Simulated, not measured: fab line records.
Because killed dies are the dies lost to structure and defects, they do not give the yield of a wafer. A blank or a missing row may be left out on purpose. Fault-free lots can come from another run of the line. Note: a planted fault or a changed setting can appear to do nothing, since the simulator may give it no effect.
Split-lot trial    flow sky130    23 wafers read across 5 lots, on a route 708 steps long

== ON THE SPLIT ==
At SKY_METAL5_DEVELOP_13 (develop time 60 s), the setting develop-time-s was moved away from the recipe's 60 s on 7 of the 23 wafers read, by -4.5% to +14.5%. This setting was run at the recipe's value on the other wafers.

Split to reading: the file shows no intervening step.

== THE READING ==
METAL5.cd-nm (the simulator's own value, which no gauge read), in nm, at SKY_METAL5_DESCUM_14 (chemistry O2, time 11 s). The file gives no usual value for it. Here, 16 wafers ran the recipe; their average is 1600 nm with a standard deviation of 2.7 nm.

wafer   tool, chamber at the split  develop-time-s as run, s  against the recipe  METAL5.cd-nm, nm  against lot-mates on the recipe
L076.1  litho-track-01, 0           60                        recipe              1599              -
L076.2  litho-track-01, 0           60                        recipe              1597              -
L076.3  litho-track-01, 0           60                        recipe              1601              -
L076.5  litho-track-01, 0           63.59                     +6.0%               1591              -8
L076.6  litho-track-01, 0           63.59                     +6.0%               1594              -5
L077.2  litho-track-03, 0           60                        recipe              1598              -
L077.3  litho-track-03, 0           60                        recipe              1597              -
L077.4  litho-track-03, 0           60                        recipe              1600              -
L077.5  litho-track-03, 0           68.69                     +14.5%              1585              -13
L077.6  litho-track-03, 0           68.69                     +14.5%              1585              -13
L079.2  litho-track-03, 0           60                        recipe              1604              -
L079.5  litho-track-03, 0           60                        recipe              1604              -
L079.3  litho-track-03, 0           60                        recipe              1605              -
L079.4  litho-track-03, 0           60                        recipe              1603              -
L079.6  litho-track-03, 0           60                        recipe              1603              -
L081.2  litho-track-04, 0           60                        recipe              1599              -
L081.4  litho-track-04, 0           60                        recipe              1597              -
L081.6  litho-track-04, 0           60                        recipe              1597              -
L085.1  litho-track-01, 0           57.3                      -4.5%               1605              +5
L085.4  litho-track-01, 0           57.3                      -4.5%               1605              +5
L085.2  litho-track-01, 0           60                        recipe              1599              -
L085.5  litho-track-01, 0           60                        recipe              1601              -
L085.6  litho-track-01, 0           57.3                      -4.5%               1606              +6

THE FIT
A straight line over all 23 wafers: METAL5.cd-nm changes by -1.09 nm for each +1% of develop-time-s; r = -0.91; the points scatter about the line by 2.5 nm.
The same after taking each lot's own level away (the mean of its wafers on the recipe; 23 wafers): -0.978 nm for each +1%; r = -0.97; scatter 1.2 nm.
The reading moves by 14 nm for the largest change in develop-time-s, on that fit.
Measured against the standard deviation above, the lots' own levels, which go from 1597.7 to 1603.8 nm, span 2.2 times it.
Hence the slope depends on the lot-to-lot level, as the two fits are not the same.
Check: -14.5 nm against its lot-mates is what the line predicts for one of the wafers moved furthest among these (+14.5%) when that wafer is left out of the fit. It came out at -13.3 nm against them.

== OTHER SPLITS ON THESE WAFERS ==
Before the reading, these wafers also passed through other splits. Each is held against what the fit with the lots' levels taken away leaves over:
other split on the same wafers             wafers away from the commonest value  r with METAL5.cd-nm (lot level and that fit taken away)
SKY_METAL3_METAL_ETCH_18 bias-w            8                                     -0.07
SKY_VIA3_HDPCVD_00 time-s                  7                                     -0.26
SKY_METAL4_SPUTTER_00 chamber-pressure-pa  15                                    -0.16
SKY_VIA4_SOFTBAKE_07 temp-c                10                                    +0.02
SKY_VIA4_CVD_18 temp-c                     7                                     -0.05

== THE FILE'S OWN FIT ==
METAL5.cd-nm changes by -0.963 nm for each +1% of develop-time-s, r = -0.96.
